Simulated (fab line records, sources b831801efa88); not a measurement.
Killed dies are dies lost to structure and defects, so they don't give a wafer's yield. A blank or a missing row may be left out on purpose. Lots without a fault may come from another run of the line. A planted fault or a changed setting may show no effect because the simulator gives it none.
fab line records | flow sky130
record lots=14 wafers=42 last_day=50
route steps=708 shown POLY_GATE@232 CONTACT@421 METAL1@439 VIA2@521 METAL3@532
lots that met no fault: from a run of the same line without faults
start_h: hours from the record's first day to the start of the lot's first wafer shown | wait_h: hours since the lot's step before | " the same as in the row above | L1.1+2: a row that stands for several wafers | - no value, or no start given | * or withheld: withheld | < > ~ a bound
route shown NAME@n: a module of which the file shows steps, and the number in the route of the first | usual: mean/standard deviation of fault-free wafers | same: alike in all rows | chamber/n: place in a boat | sites: the reading at each site | _std_site: their standard deviation | _edge_site: outer sites' mean less inner sites' | radius_mm: how far each site lies from the wafer's centre | mask NAME#n: copy n | behind: the tool/chamber that last shaped the wafer | hold: why the lot was held/for how many hours/how that ended | device: the transistor (n, p or np) that didn't switch | end of line: the same wafers' tests at the end of the route | a step without rows: its recipe alone | killed: dies lost to structure and defects at the first sort, not the wafer's yield | map: a wafer's dies, x killed, . not, _ none there
set.NAME: the setting as run; set.NAME@STEP: as run at that earlier step | model.NAME: the simulator's own value behind a step, which no gauge read
steps of the route over a sample of lots; a table a step, a row a wafer
services: from which hour (start_h, from the record's first day; less than 0 if before it) a tool's chamber was out of use, for how many hours, and why
## steps
# step SKY_POLY_GATE_STRIP_18
# recipe chemistry=O2/N2 power_w=1400 pressure_mtorr=1500 platen_temp_c=withheld o2_flow_sccm=3000 n2_flow_sccm=300 overash_fraction=0.5
# usual drypump_motor_current_A=6.11/0.2 oes_product_au=0.361/0.005 strip_time_to_endpoint_s=3.16/0.057
# columns lot.wafer tool chamber start_h wait_h drypump_motor_current_A oes_product_au rf_hours_counter_h strip_time_to_endpoint_s
L539.2 plasma_asher-01 0 395.20 0.0 6.12 0.359 55 3.12
L539.3 " 0 " " 6.18 0.360 - 3.20
L539.4 " 1 " " 6.23 0.354 - 3.16
L538.3 plasma_asher-03 1 395.55 0.1 5.51 0.352 - 3.08
L538.4 " 0 " " 6.14 0.357 - 3.12
L538.5 " 1 " " 5.52 0.351 - 3.09
L541.3 plasma_asher-02 0 420.22 0.1 5.97 0.364 - 3.18
L541.4 " 1 " " 6.23 0.365 - 3.24
L541.6 " 1 " " 6.25 0.360 - 3.12
L542.3 plasma_asher-01 1 425.50 0.1 6.27 0.362 - 3.07
L542.5 " 0 " " 6.12 0.358 - 3.14
L542.6 " 1 " " 6.24 0.354 - 3.21
L543.2 plasma_asher-01 0 430.12 0.0 6.16 0.363 59 3.16
L543.3 " 1 " " 6.22 0.360 - 3.11
L543.5 " 1 " " 6.22 0.365 - 3.23
L544.4 plasma_asher-01 0 437.00 0.1 6.15 0.356 - 3.19
L544.5 " 0 " " 6.12 0.358 - 3.24
L544.6 " 1 " " 6.24 0.352 - 3.07
L545.2 plasma_asher-01 1 448.22 0.0 6.21 0.357 61 3.10
L545.3 " 0 " " 6.16 0.360 - 3.16
L545.5 " 1 " " 6.26 0.365 - 3.17
L546.2 plasma_asher-01 0 452.28 0.0 6.13 0.354 61 3.18
L546.3 " 1 " " 6.22 0.358 - 3.08
L546.5 " 1 " " 6.20 0.365 - 3.10
L549.1 plasma_asher-01 0 490.68 0.0 6.13 0.365 64 3.22
L549.3 " 0 " " 6.10 0.360 - 3.06
L549.4 " 1 " " 6.23 0.366 - 3.21
L551.1 plasma_asher-03 0 499.12 0.0 6.16 0.366 7 3.19
L551.3 " 0 " " 6.15 0.360 - 3.13
L551.4 " 1 " " 5.53 0.360 - 3.14
L554.1 plasma_asher-02 1 528.43 0.0 6.24 0.356 85 3.19
L554.4 " 1 " " 6.24 0.363 - 3.20
L554.5 " 0 " " 6.00 0.362 - 3.18
L557.1 plasma_asher-02 0 552.67 0.0 6.00 0.361 88 3.19
L557.3 " 0 " " 5.96 0.355 - 3.15
L557.6 " 0 " " 5.98 0.352 - 3.13
L558.1 plasma_asher-01 1 554.47 0.0 6.24 0.365 70 3.26
L558.4 " 1 " " 6.24 0.357 - 3.12
L558.6 " 0 " " 6.17 0.367 - 3.26
L559.1 plasma_asher-02 0 565.27 0.0 5.98 0.365 89 3.15
L559.3 " 0 " " 5.99 0.363 - 3.09
L559.6 " 0 " " 6.01 0.367 - 3.16
# step SKY_CONTACT_OVL_MEAS_15
# usual CONTACT_OVL=0/5.9
# columns lot.wafer tool chamber start_h wait_h CONTACT_OVL[nm]
L539.2 overlay-02 - 759.73 0.1 3
L539.3 " - " " -5
L539.4 " - " " -5
L538.3 overlay-01 - 759.76 0.1 -5
L538.4 " - " " 2
L538.5 " - " " -2
L541.3 overlay-01 - 783.67 0.1 -3
L541.4 " - " " -11
L541.6 " - " " -2
L542.3 overlay-02 - 784.97 0.1 -1
L542.5 " - " " 2
L542.6 " - " " -5
L543.2 overlay-02 - 789.13 0.1 3
L543.3 " - " " 9
L543.5 " - " " 8
L544.4 overlay-02 - 795.85 0.1 8
L544.5 " - " " 10
L544.6 " - " " 0
L545.2 overlay-01 - 805.80 0.1 -7
L545.3 " - " " -2
L545.5 " - " " -1
L546.2 overlay-01 - 806.50 0.1 -7
L546.3 " - " " 1
L546.5 " - " " 4
L549.1 overlay-01 - 841.31 0.1 12
L549.3 " - " " 1
L549.4 " - " " -2
L551.1 overlay-01 - 848.41 0.1 7
L551.3 " - " " -1
L551.4 " - " " 0
L554.1 overlay-02 - 873.70 0.1 9
L554.4 " - " " 2
L554.5 " - " " 5
L557.1 overlay-01 - 896.21 0.1 2
L557.3 " - " " -1
L557.6 " - " " 11
L558.1 overlay-01 - 897.50 0.1 -16
L558.4 " - " " -12
L558.6 " - " " -11
L559.1 overlay-01 - 905.80 0.1 3
L559.3 " - " " 2
L559.6 " - " " 9
# step SKY_METAL1_RS_MEAS_05
# recipe thk_meas_gauge=four-point-probe reads=TiN_of_METAL1_SPUTTER_04+Ti_of_METAL1_SPUTTER_03+AlCu_of_METAL1_SPUTTER_02+TiN_of_METAL1_SPUTTER_01+Ti_of_METAL1_SPUTTER_00
# usual METAL1_ALCU_RS=0.1274/0.0017
# columns lot.wafer tool chamber start_h wait_h METAL1_ALCU_RS[ohm/sq]
L538.3 film_metro-01 - 761.41 0.1 0.1314
L538.4 " - " " 0.1288
L538.5 " - " " 0.1313
L539.2 film_metro-02 - 761.46 0.0 0.1233
L539.3 " - " " 0.1259
L539.4 " - " " 0.1261
L541.3 film_metro-04 - 785.25 0.1 0.1286
L541.4 " - " " 0.1307
L541.6 " - " " 0.1287
L542.3 film_metro-04 - 786.55 0.1 0.1284
L542.5 " - " " 0.1270
L542.6 " - " " 0.1281
L543.2 film_metro-04 - 790.70 0.0 0.1286
L543.3 " - " " 0.1270
L543.5 " - " " 0.1276
L544.4 film_metro-01 - 797.44 0.1 0.1260
L544.5 " - " " 0.1281
L544.6 " - " " 0.1260
L545.2 film_metro-01 - 807.37 0.0 0.1265
L545.3 " - " " 0.1287
L545.5 " - " " 0.1288
L546.2 film_metro-04 - 808.07 0.0 0.1266
L546.3 " - " " 0.1262
L546.5 " - " " 0.1253
L549.1 film_metro-04 - 842.90 0.0 0.1277
L549.3 " - " " 0.1264
L549.4 " - " " 0.1295
L551.1 film_metro-02 - 850.01 0.0 0.1270
L551.3 " - " " 0.1267
L551.4 " - " " 0.1307
L554.1 film_metro-02 - 875.30 0.0 0.1269
L554.4 " - " " 0.1259
L554.5 " - " " 0.1259
L557.1 film_metro-01 - 897.80 0.0 0.1299
L557.3 " - " " 0.1287
L557.6 " - " " 0.1291
L558.1 film_metro-04 - 899.09 0.0 0.1275
L558.4 " - " " 0.1279
L558.6 " - " " 0.1298
L559.1 film_metro-02 - 907.35 0.0 0.1272
L559.3 " - " " 0.1287
L559.6 " - " " 0.1289
# step SKY_VIA2_ETCH_14
# recipe chemistry=N2/H2 target=BARC ion_energy_ev=200 source_w=500 bias_w=100 pressure_mtorr=30 n2_flow_sccm=100 h2_flow_sccm=200 stop_on=SiO2 time_s=45.9 target_depth_a=600
# usual drypump_motor_current_A=5.7/0.41 oes_product_au=0.855/0.0049 throttle_valve_pct=13.225/0.0097
# columns lot.wafer tool chamber start_h wait_h drypump_motor_current_A oes_product_au rf_hours_counter_h throttle_valve_pct
L538.3 rie_diel-04 3 871.48 0.0 5.8 0.849 0 13.218
L538.4 " 0 " " 5.9 0.857 13 13.205
L538.5 " 1 " " 6.3 0.854 - 13.236
L539.2 rie_diel-02 2 872.46 0.0 5.9 0.857 3 13.226
L539.3 " 0 " " 6.3 0.852 16 13.221
L539.4 " 1 " " 5.3 0.856 11 13.227
L541.3 rie_diel-02 0 893.33 0.0 6.3 0.860 17 13.232
L541.4 " 1 " " 5.3 0.857 12 13.213
L541.6 " 0 " " 6.3 0.858 - 13.217
L542.3 rie_diel-01 2 896.32 0.0 5.9 0.862 2 13.213
L542.5 " 1 " " 5.6 0.857 - 13.203
L542.6 " 2 " " 5.9 0.850 - 13.214
L543.2 rie_diel-01 2 900.10 0.0 5.9 0.851 2 13.233
L543.3 " 1 " " 5.6 0.858 2 13.231
L543.5 " 1 " " 5.6 0.861 - 13.237
L544.4 rie_diel-01 0 907.33 0.0 5.1 0.712 11 13.204
L544.5 " 2 " " 5.9 0.862 - 13.223
L544.6 " 3 " " 5.2 0.719 - 13.202
L545.2 rie_diel-02 2 915.72 0.0 5.9 0.859 4 13.225
L545.3 " 1 " " 5.3 0.857 13 13.231
L545.5 " 3 " " 5.3 0.856 - 13.222
L546.2 rie_diel-01 1 917.27 0.0 5.6 0.851 3 13.225
L546.3 " 2 " " 5.9 0.714 2 13.222
L546.5 " 3 " " 5.2 0.857 - 13.225
L549.1 rie_diel-02 0 948.85 0.0 6.4 0.847 18 13.234
L549.3 " 2 " " 5.9 0.868 5 13.225
L549.4 " 0 " " 6.3 0.854 - 13.238
L551.1 rie_diel-02 0 954.92 0.0 6.3 0.850 19 13.225
L551.3 " 2 " " 5.9 0.854 5 13.234
L551.4 " 2 " " 5.9 0.849 - 13.222
L554.1 rie_diel-04 3 977.55 0.0 5.9 0.851 3 13.224
L554.4 " 0 " " 5.9 0.860 16 13.205
L554.5 " 3 " " 5.8 0.850 - 13.208
L557.1 rie_diel-01 2 998.00 0.0 5.9 0.851 4 13.224
L557.3 " 1 " " 5.6 0.855 5 13.234
L557.6 " 2 " " 5.9 0.852 - 13.231
L558.1 rie_diel-04 0 1000.85 0.0 5.9 0.858 17 13.225
L558.4 " 3 " " 5.8 0.855 - 13.231
L558.6 " 2 " " 5.4 0.853 - 13.231
L559.1 rie_diel-02 3 1007.82 0.0 5.4 0.859 13 13.218
L559.3 " 2 " " 6.0 0.856 7 13.219
L559.6 " 1 " " 5.3 0.858 - 13.231
# step SKY_VIA2_ETCH_15
# recipe target=SiO2 chemistry=C4F8/O2/Ar target_depth_nm=546 stop_on=TiN mask_material=KrF-thick source_w=1500 bias_w=1200 pressure_mtorr=40 c4f8_flow_sccm=withheld O2_flow_sccm=6 Ar_flow_sccm=300 time_s=84
# usual oes_product_au=0.939/0.0051
# columns lot.wafer tool chamber start_h wait_h oes_product_au rf_hours_counter_h
L538.3 rie_diel-04 3 871.53 0.0 0.938 0
L538.4 " 0 " " 0.933 13
L538.5 " 1 " " 0.940 -
L539.2 rie_diel-02 2 872.51 0.0 0.936 3
L539.3 " 0 " " 0.934 16
L539.4 " 1 " " 0.944 11
L541.3 rie_diel-02 0 893.38 0.0 0.941 17
L541.4 " 1 " " 0.932 12
L541.6 " 0 " " 0.937 -
L542.3 rie_diel-01 2 896.36 0.0 0.946 2
L542.5 " 1 " " 0.941 -
L542.6 " 2 " " 0.936 -
L543.2 rie_diel-01 2 900.14 0.0 0.940 2
L543.3 " 1 " " 0.935 2
L543.5 " 1 " " 0.931 -
L544.4 rie_diel-01 0 907.38 0.0 0.378 12
L544.5 " 2 " " 0.935 -
L544.6 " 3 " " 0.374 -
L545.2 rie_diel-02 2 915.76 0.0 0.942 4
L545.3 " 1 " " 0.935 13
L545.5 " 3 " " 0.939 -
L546.2 rie_diel-01 1 917.31 0.0 0.940 3
L546.3 " 2 " " 0.380 2
L546.5 " 3 " " 0.928 -
L549.1 rie_diel-02 0 948.89 0.0 0.945 18
L549.3 " 2 " " 0.948 5
L549.4 " 0 " " 0.940 -
L551.1 rie_diel-02 0 954.96 0.0 0.942 19
L551.3 " 2 " " 0.943 6
L551.4 " 2 " " 0.943 -
L554.1 rie_diel-04 3 977.59 0.0 0.948 3
L554.4 " 0 " " 0.944 16
L554.5 " 3 " " 0.942 -
L557.1 rie_diel-01 2 998.05 0.0 0.941 5
L557.3 " 1 " " 0.937 5
L557.6 " 2 " " 0.940 -
L558.1 rie_diel-04 0 1000.89 0.0 0.941 17
L558.4 " 3 " " 0.942 -
L558.6 " 2 " " 0.938 -
L559.1 rie_diel-02 3 1007.86 0.0 0.942 13
L559.3 " 2 " " 0.927 7
L559.6 " 1 " " 0.944 -
# step SKY_VIA2_STRIP_16
# recipe chemistry=O2/N2 power_w=1400 pressure_mtorr=1500 platen_temp_c=withheld o2_flow_sccm=3000 n2_flow_sccm=300 overash_fraction=0.5
# usual drypump_motor_current_A=6.04/0.25 oes_product_au=0.398/0.0045 strip_time_to_endpoint_s=4.04/0.038
# columns lot.wafer tool chamber start_h wait_h drypump_motor_current_A oes_product_au rf_hours_counter_h strip_time_to_endpoint_s
L538.3 plasma_asher-02 0 871.62 0.1 5.99 0.396 - 4.02
L538.4 " 1 " " 6.24 0.392 - 4.02
L538.5 " 1 " " 6.24 0.398 - 3.96
L539.2 plasma_asher-03 1 872.57 0.0 5.53 0.395 44 4.02
L539.3 " 0 " " 6.18 0.401 - 4.07
L539.4 " 1 " " 5.51 0.398 - 3.99
L541.3 plasma_asher-03 1 893.47 0.1 5.52 0.399 - 4.13
L541.4 " 0 " " 6.19 0.400 - 4.06
L541.6 " 1 " " 5.53 0.404 - 4.13
L542.3 plasma_asher-01 1 896.45 0.1 6.23 0.404 - 4.09
L542.5 " 0 " " 6.13 0.403 - 4.04
L542.6 " 1 " " 6.22 0.399 - 4.06
L543.2 plasma_asher-03 0 900.20 0.0 6.16 0.404 47 4.08
L543.3 " 1 " " 5.50 0.400 - 4.07
L543.5 " 0 " " 6.16 0.398 - 4.06
L544.4 plasma_asher-01 0 907.47 0.1 6.17 0.404 - 4.26
L544.5 " 0 " " 6.14 0.395 - 4.05
L544.6 " 1 " " 6.22 0.402 - 4.25
L545.2 plasma_asher-03 0 915.82 0.0 6.17 0.401 49 4.07
L545.3 " 1 " " 5.50 0.402 - 4.04
L545.5 " 0 " " 6.12 0.394 - 4.01
L546.2 plasma_asher-01 0 917.37 0.0 6.20 0.392 102 4.01
L546.3 " 0 " " 6.17 0.412 - 4.28
L546.5 " 1 " " 6.23 0.390 - 4.07
L549.1 plasma_asher-02 1 948.95 0.0 6.27 0.398 22 4.08
L549.3 " 0 " " 6.00 0.405 - 4.03
L549.4 " 1 " " 6.26 0.398 - 4.09
L551.1 plasma_asher-02 1 955.02 0.0 6.26 0.400 23 4.06
L551.3 " 1 " " 6.25 0.407 - 4.03
L551.4 " 0 " " 6.00 0.395 - 4.00
L554.1 plasma_asher-02 1 977.65 0.0 6.26 0.394 26 4.03
L554.4 " 1 " " 6.24 0.393 - 4.00
L554.5 " 0 " " 6.00 0.398 - 4.05
L557.1 plasma_asher-02 0 998.11 0.0 5.96 0.398 28 4.07
L557.3 " 0 " " 5.98 0.404 - 4.04
L557.6 " 1 " " 6.26 0.398 - 4.07
L558.1 plasma_asher-01 0 1000.95 0.0 6.15 0.399 112 4.03
L558.4 " 0 " " 6.16 0.398 - 4.04
L558.6 " 1 " " 6.22 0.399 - 4.07
L559.1 plasma_asher-03 1 1007.92 0.0 5.54 0.400 55 3.98
L559.3 " 0 " " 6.16 0.402 - 4.02
L559.6 " 1 " " 5.56 0.401 - 4.02
# step SKY_METAL3_SPUTTER_00
# recipe material=Ti target_thk_nm=15 power_w=3000 time_s=10 chamber_pressure_pa=0.4
# usual throttle_valve_pct=30.2/0.75
# columns lot.wafer tool chamber start_h wait_h throttle_valve_pct
L538.3 pvd_sputter-04 - 872.86 0.2 29.9
L538.4 " - " " 31.0
L538.5 " - " " 31.1
L539.2 pvd_sputter-03 - 873.85 0.2 30.2
L539.3 " - " " 29.4
L539.4 " - " " 29.5
L541.3 pvd_sputter-01 - 894.71 0.1 30.8
L541.4 " - " " 30.1
L541.6 " - " " 30.2
L542.3 pvd_sputter-03 - 897.83 0.2 30.0
L542.5 " - " " 30.3
L542.6 " - " " 29.5
L543.2 pvd_sputter-03 - 901.50 0.2 29.6
L543.3 " - " " 30.1
L543.5 " - " " 30.3
L544.4 pvd_sputter-04 - 908.70 0.1 30.8
L544.5 " - " " 31.4
L545.2 pvd_sputter-04 - 917.11 0.1 30.2
L545.3 " - " " 30.8
L545.5 " - " " 30.6
L546.2 pvd_sputter-04 - 918.67 0.2 30.9
L546.5 " - " " 31.1
L549.1 pvd_sputter-01 - 950.21 0.2 29.9
L549.3 " - " " 30.8
L549.4 " - " " 28.7
L551.1 pvd_sputter-03 - 956.49 0.1 30.0
L551.3 " - " " 29.4
L551.4 " - " " 29.4
L554.1 pvd_sputter-03 - 978.91 0.1 30.5
L554.4 " - " " 29.8
L554.5 " - " " 30.1
L557.1 pvd_sputter-01 - 999.38 0.2 30.8
L557.3 " - " " 30.2
L557.6 " - " " 28.6
L558.1 pvd_sputter-01 - 1002.26 0.2 28.5
L558.4 " - " " 29.4
L558.6 " - " " 28.7
L559.1 pvd_sputter-04 - 1009.18 0.2 31.0
L559.3 " - " " 31.1
L559.6 " - " " 30.8
## services
# columns tool chamber start_h hours kind
rie_diel-02 0 433.02 4.2 repair
rie_diel-02 - 442.67 0.5 repair
rie_diel-02 1 459.92 11.6 repair
plasma_asher-01 - 473.36 14.3 repair
rie_diel-02 - 473.68 28.1 pm
plasma_asher-01 - 476.47 2.3 repair
plasma_asher-01 - 487.68 2.8 pm
plasma_asher-01 - 507.33 1.5 repair
rie_diel-02 - 523.24 1.0 repair
rie_diel-02 0 619.52 6.6 repair
rie_diel-02 1 646.79 7.3 repair
rie_diel-02 3 671.09 8.4 repair
rie_diel-02 - 675.92 2.8 pm
rie_diel-02 - 684.31 0.2 repair
rie_diel-02 3 688.11 4.3 repair
plasma_asher-01 - 714.01 3.3 repair
plasma_asher-01 - 720.72 15.6 pm
rie_diel-02 3 740.71 34.0 repair
rie_diel-02 1 745.64 4.6 repair
rie_diel-02 0 745.66 7.8 repair
plasma_asher-01 - 787.19 28.1 pm
rie_diel-02 1 824.85 2.2 repair
plasma_asher-01 - 833.94 0.9 repair
plasma_asher-01 - 847.46 3.7 repair
## key
first_sign step=SKY_VIA2_ETCH_14 reading=oes_product_au direction=down sigmas=29 usual=0.855 struck=0.715
effect step=SKY_VIA2_ETCH_15 reading=oes_product_au direction=down sigmas=99+ usual=0.939 struck=0.378
effect step=SKY_VIA2_STRIP_16 reading=strip_time_to_endpoint_s direction=up sigmas=5.8 usual=* struck=*
effect step=SKY_METAL3_SPUTTER_00 reading=visit direction=missing
met_at SKY_VIA2_ETCH_14
struck_lots L544,L546
struck_wafers L544.4,L544.6,L546.3
later_rows_left_out L544.4,L544.6,L546.3
sort_left_out L544.4,L544.6,L546.3
not_acting_at SKY_POLY_GATE_STRIP_18,SKY_CONTACT_OVL_MEAS_15,SKY_METAL1_RS_MEAS_05
onset_between 900.10 907.33
fault kind=process_parameter_drift tool=rie_diel-01 chamber=- onset_h=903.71 steps=SKY_VIA2_ETCH_14 channel=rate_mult offset=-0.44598 shape=step end_h=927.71 scope=struck_wafers_only
# sort_left_out: the simulated sort isn't trusted on such a fault, so these wafers' sort isn't shown, and their yield isn't known
# later_rows_left_out: the simulator's readings of these wafers behind a module that went badly wrong aren't trusted and aren't shown, but for the sort
